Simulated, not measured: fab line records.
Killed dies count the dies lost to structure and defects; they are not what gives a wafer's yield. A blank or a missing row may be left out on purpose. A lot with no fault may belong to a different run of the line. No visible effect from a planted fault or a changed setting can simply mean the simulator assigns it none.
Chamber matching | flow gf180mcu | GF_CONTACT_CMP_04 on cmp-01: 4 sister chambers
The step polishes SiO2. 4 wafers are shown with their chamber, then 7 later ones without.

EACH WAFER AND ITS CHAMBER
wafer  | chamber | motorCurrentA (A)
L161.2 | 1       | 10.0
L163.5 | 3       | 12.5
L164.2 | 0       | 12.6
L164.3 | 2       | 12.4

WAFERS WHOSE CHAMBER IS MISSING
wafer  | motorCurrentA (A)
L164.4 | 10.0
L173.5 | 9.6
L174.4 | 12.3
L174.5 | 13.1
L176.1 | 13.1
L176.2 | 9.9
L176.3 | 12.7

WHICH CHAMBER EACH ONE RAN IN
wafer  | from the rows above          | in truth
L164.4 | 1                            | 1
L173.5 | 1                            | 1
L174.4 | can't be placed: 2 or 3 or 0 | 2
L174.5 | can't be placed: 0 or 3 or 2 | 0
L176.1 | can't be placed: 0 or 3 or 2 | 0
L176.2 | 1                            | 1
L176.3 | can't be placed: 0 or 3 or 2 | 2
Correctly placed: 3 of 7. Not placeable from these rows: 4 (in 4, the candidates include the true chamber). 0 placed wrongly.
How it was worked out, from the rows above alone: a wafer's distance from a chamber is the root of the sum, over the readings, of the square of ((its reading less the chamber's mean) divided by the reading's scatter). The wafer belongs to the nearest chamber; if the next one is less than 2 further off, it can't be placed. A chamber's mean is the mean of its shown wafers. The scatter (one wafer shown for each chamber): square how far every hidden wafer sits from the nearest shown wafer, average those squares and take the square root.
